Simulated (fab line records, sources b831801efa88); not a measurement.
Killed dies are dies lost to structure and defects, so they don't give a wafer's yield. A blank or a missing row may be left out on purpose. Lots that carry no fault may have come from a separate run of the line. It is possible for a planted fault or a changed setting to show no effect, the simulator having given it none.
The tool behind it: which one? + flow sky130 + 24 lots, 72 wafers sampled, at 5 steps of a route of 708

## WHAT EACH GAUGE READ, for each wafer
SKY_FIELD_ISO_THK_MEAS_25.
| lot  | measured    | on           | FIELD_ISO_CVD_24_THK (nm) |
|------|-------------|--------------|---------------------------|
| L074 | day 2 07:11 | filmMetro-04 | 594 586 603               |
| L075 | day 2 11:03 | filmMetro-03 | 596 590 586               |
| L076 | day 2 17:32 | filmMetro-03 | 592 587 596               |
| L077 | day 2 21:54 | filmMetro-03 | 596 582 586               |
| L078 | day 3 02:49 | filmMetro-04 | 596 596 599               |
| L079 | day 3 09:56 | filmMetro-02 | 592 593 593               |
| L080 | day 3 20:16 | filmMetro-04 | 594 583 591               |
| L081 | day 3 20:21 | filmMetro-03 | 604 597 592               |
| L082 | day 4 01:50 | filmMetro-02 | 593 595 585               |
| L083 | day 4 07:39 | filmMetro-04 | 590 592 599               |
| L084 | day 4 10:52 | filmMetro-03 | 596 606 603               |
| L085 | day 4 18:10 | filmMetro-02 | 590 594 599               |
| L086 | day 4 21:05 | filmMetro-03 | 598 598 590               |
| L087 | day 5 03:35 | filmMetro-04 | 599 600 602               |
| L088 | day 5 13:37 | filmMetro-04 | 602 597 602               |
| L089 | day 5 15:10 | filmMetro-04 | 599 596 603               |
| L090 | day 5 17:50 | filmMetro-04 | 599 597 594               |
| L091 | day 5 23:20 | filmMetro-03 | 597 604 599               |
| L092 | day 6 03:13 | filmMetro-02 | 602 601 597               |
| L093 | day 7 15:44 | filmMetro-04 | 596 587 600               |
| L094 | day 7 15:44 | filmMetro-02 | 596 594 596               |
| L097 | day 7 15:48 | filmMetro-04 | 602 597 600               |
| L095 | day 7 15:52 | filmMetro-04 | 595 595 602               |
| L096 | day 7 15:52 | filmMetro-02 | 594 594 590               |

SKY_NWELL_RS_MEAS_31: measures by four-point-probe.
| lot  | measured     | on           | PWDE_RS (ohm/sq) |
|------|--------------|--------------|------------------|
| L074 | day 5 05:41  | filmMetro-01 | 5271 5287 5292   |
| L075 | day 5 09:50  | filmMetro-01 | 5279 5283 5261   |
| L076 | day 5 19:30  | filmMetro-04 | 5246 5261 5266   |
| L077 | day 5 22:35  | filmMetro-03 | 5308 5284 5313   |
| L078 | day 6 03:26  | filmMetro-04 | 5278 5285 5266   |
| L079 | day 6 13:06  | filmMetro-03 | 5253 5241 5236   |
| L080 | day 6 20:35  | filmMetro-04 | 5252 5269 5263   |
| L081 | day 6 21:04  | filmMetro-03 | 5250 5260 5257   |
| L082 | day 7 07:55  | filmMetro-01 | 5282 5285 5275   |
| L083 | day 7 10:17  | filmMetro-01 | 5255 5261 5256   |
| L084 | day 7 17:45  | filmMetro-03 | 5280 5271 5296   |
| L085 | day 7 22:54  | filmMetro-03 | 5290 5277 5295   |
| L086 | day 8 01:32  | filmMetro-03 | 5270 5264 5279   |
| L087 | day 8 10:36  | filmMetro-04 | 5281 5301 5291   |
| L088 | day 8 21:19  | filmMetro-04 | 5267 5268 5293   |
| L089 | day 9 00:13  | filmMetro-01 | 5269 5269 5276   |
| L090 | day 9 02:17  | filmMetro-04 | 5254 5259 5265   |
| L091 | day 9 11:35  | filmMetro-01 | 5261 5270 5264   |
| L092 | day 9 17:05  | filmMetro-01 | 5260 5276 5273   |
| L093 | day 11 12:34 | filmMetro-03 | 5287 5284 5278   |
| L094 | day 11 12:54 | filmMetro-04 | 5268 5295 5290   |
| L097 | day 11 12:54 | filmMetro-01 | 5299 5300 5315   |
| L095 | day 11 15:37 | filmMetro-04 | 5233 5246 5244   |
| L096 | day 11 15:27 | filmMetro-03 | 5264 5249 5278   |

SKY_POLY_GATE_THK_MEAS_21.
| lot  | measured     | on           | POLY_GATE_OXIDATION_THK (nm) |
|------|--------------|--------------|------------------------------|
| L074 | day 15 23:17 | filmMetro-01 | 4.02 4.08 3.99               |
| L075 | day 16 03:37 | filmMetro-04 | 3.96 4.02 3.99               |
| L076 | day 16 18:52 | filmMetro-02 | 4.08 4.02 4.05               |
| L077 | day 17 00:20 | filmMetro-04 | 4.06 4.05 4.13               |
| L078 | day 17 08:53 | filmMetro-01 | 4.01 4.08 4.08               |
| L079 | day 18 00:56 | filmMetro-02 | 3.99 3.93 3.99               |
| L080 | day 18 14:58 | filmMetro-04 | 3.97 3.92 3.97               |
| L081 | day 18 16:14 | filmMetro-04 | 4.00 3.98 4.05               |
| L082 | day 19 08:13 | filmMetro-01 | 3.99 3.93 3.97               |
| L083 | day 19 08:22 | filmMetro-04 | 4.05 4.02 3.98               |
| L084 | day 20 00:13 | filmMetro-02 | 4.00 3.99 4.02               |
| L085 | day 20 15:13 | filmMetro-02 | 4.02 4.09 4.07               |
| L086 | day 20 13:02 | filmMetro-01 | 3.97 3.92 3.92               |
| L087 | day 20 23:36 | filmMetro-01 | 4.09 3.93 4.01               |
| L088 | day 21 15:30 | filmMetro-04 | 4.10 4.07 4.04               |
| L089 | day 21 20:22 | filmMetro-02 | 3.97 3.99 4.05               |
| L090 | day 22 01:16 | filmMetro-04 | 3.90 3.91 3.90               |
| L091 | day 22 10:52 | filmMetro-04 | 4.15 4.20 4.17               |
| L092 | day 22 20:13 | filmMetro-01 | 4.21 4.13 4.14               |
| L093 | day 25 00:59 | filmMetro-02 | 3.96 3.95 3.87               |
| L094 | day 25 04:28 | filmMetro-01 | 3.89 3.90 3.87               |
| L097 | day 25 04:10 | filmMetro-04 | 3.88 3.97 3.93               |
| L095 | day 25 11:06 | filmMetro-01 | 4.05 3.93 3.93               |
| L096 | day 25 09:49 | filmMetro-04 | 3.89 3.90 3.87               |

SKY_LDD_P_CD_MEAS_07: the cd target is 380 nm.
| lot  | measured     | on       | cdNm (nm)         |
|------|--------------|----------|-------------------|
| L074 | day 18 09:35 | cdSem-02 | 381.6 378.7 382.8 |
| L075 | day 18 13:49 | cdSem-02 | 378.6 377.4 376.7 |
| L076 | day 19 07:53 | cdSem-01 | 383.5 383.8 383.4 |
| L077 | day 19 13:18 | cdSem-02 | 378.3 378.3 376.2 |
| L078 | day 19 21:49 | cdSem-01 | 380.6 381.4 382.3 |
| L079 | day 20 16:40 | cdSem-01 | 381.9 383.1 382.2 |
| L080 | day 21 04:25 | cdSem-01 | 381.8 378.0 380.9 |
| L081 | day 21 06:18 | cdSem-02 | 377.1 379.7 378.0 |
| L082 | day 21 22:26 | cdSem-01 | 379.7 379.6 378.5 |
| L083 | day 21 23:05 | cdSem-02 | 375.9 376.6 376.2 |
| L084 | day 22 13:23 | cdSem-02 | 379.3 381.0 379.7 |
| L085 | day 23 04:43 | cdSem-02 | 377.7 378.4 381.3 |
| L086 | day 23 02:44 | cdSem-01 | 381.0 380.1 381.5 |
| L087 | day 23 13:53 | cdSem-02 | 377.5 376.5 376.9 |
| L088 | day 24 05:04 | cdSem-02 | 379.6 380.9 380.2 |
| L089 | day 24 07:32 | cdSem-02 | 382.0 377.6 377.3 |
| L090 | day 24 13:08 | cdSem-02 | 380.8 381.0 379.2 |
| L091 | day 24 23:29 | cdSem-01 | 381.2 380.1 380.3 |
| L092 | day 25 08:05 | cdSem-02 | 380.1 380.9 377.9 |
| L093 | day 27 12:33 | cdSem-01 | 380.8 378.7 379.8 |
| L094 | day 27 16:02 | cdSem-02 | 381.5 381.4 381.7 |
| L097 | day 27 15:02 | cdSem-02 | 382.0 383.3 383.0 |
| L095 | day 27 21:29 | cdSem-02 | 379.9 379.7 380.7 |
| L096 | day 27 19:35 | cdSem-01 | 373.9 376.7 375.8 |

SKY_LI_CONTACT_CD_MEAS_12: the cd target is 170 nm.
| lot  | measured     | on       | cdNm (nm)         |
|------|--------------|----------|-------------------|
| L074 | day 28 14:56 | cdSem-02 | 170.9 170.8 168.8 |
| L075 | day 28 17:03 | cdSem-01 | 170.6 169.3 169.8 |
| L076 | day 29 08:20 | cdSem-01 | 171.8 171.9 172.0 |
| L077 | day 29 15:43 | cdSem-01 | 172.4 171.9 171.4 |
| L078 | day 29 22:20 | cdSem-01 | 169.6 169.3 168.9 |
| L079 | day 30 18:14 | cdSem-02 | 170.5 171.3 170.4 |
| L080 | day 31 01:32 | cdSem-02 | 172.2 172.0 171.5 |
| L081 | day 31 04:03 | cdSem-01 | 167.8 166.8 167.2 |
| L082 | day 31 17:07 | cdSem-01 | 170.5 172.6 172.3 |
| L083 | day 31 20:07 | cdSem-02 | 169.7 168.6 168.7 |
| L084 | day 32 11:02 | cdSem-02 | 170.6 170.7 170.1 |
| L085 | day 32 22:47 | cdSem-02 | 169.6 169.7 168.9 |
| L086 | day 32 19:01 | cdSem-02 | 168.5 169.8 169.0 |
| L087 | day 33 07:32 | cdSem-02 | 170.0 170.4 170.7 |
| L088 | day 33 19:52 | cdSem-01 | 170.4 169.3 169.3 |
| L089 | day 33 22:05 | cdSem-02 | 171.1 171.2 171.4 |
| L090 | day 34 04:25 | cdSem-02 | 171.6 171.7 172.5 |
| L091 | day 34 10:08 | cdSem-01 | 172.6 172.5 172.8 |
| L092 | day 34 19:18 | cdSem-02 | 171.8 171.0 171.3 |
| L093 | day 36 21:02 | cdSem-02 | 170.3 169.4 171.6 |
| L094 | day 37 00:12 | cdSem-01 | 171.4 170.5 169.3 |
| L097 | day 36 21:11 | cdSem-02 | 169.2 168.6 168.9 |
| L095 | day 37 04:40 | cdSem-01 | 170.0 168.7 169.5 |
| L096 | day 37 01:50 | cdSem-02 | 171.3 171.1 169.5 |

## WHAT TOOL EACH LOT RAN ON (gives the tool, then ch and the chambers of the sampled wafers, and finally the start)
No process step before these readings appears in the record.

## WHAT THE TOOLS THEMSELVES READ (means of the sampled wafers that have a number; where no wafer has one, the mark that the record gives instead)
The record holds no such reading with a usual standard deviation.

## THE ANSWER, worked out from the rows above alone
Rule: what is usual is taken from the lots themselves. The widest of any qualifying gaps counts: lots, ordered by their means at a reading, are off when they make up no more than a third of the lots, leave a main group of 4 or more, and stand apart from it by 3 or more times the standard deviation of that group's means. If all means in a main group match to the digits the tables above print for the reading, that group is not used. A lot without any number at a reading at which 4 lots or more have one is off too. The other lots that the step has rows for count as sound. Order of review: gauges by route order, followed by the tools' own readings, for which a lot's mean as printed above is used. At the first step where some lot is off, the reading lying furthest off is the one used; lots without a number count as furthest.
None of the lots is off at any reading shown; this tells nothing.

## WHAT THE SIMULATOR HAD INSERTED
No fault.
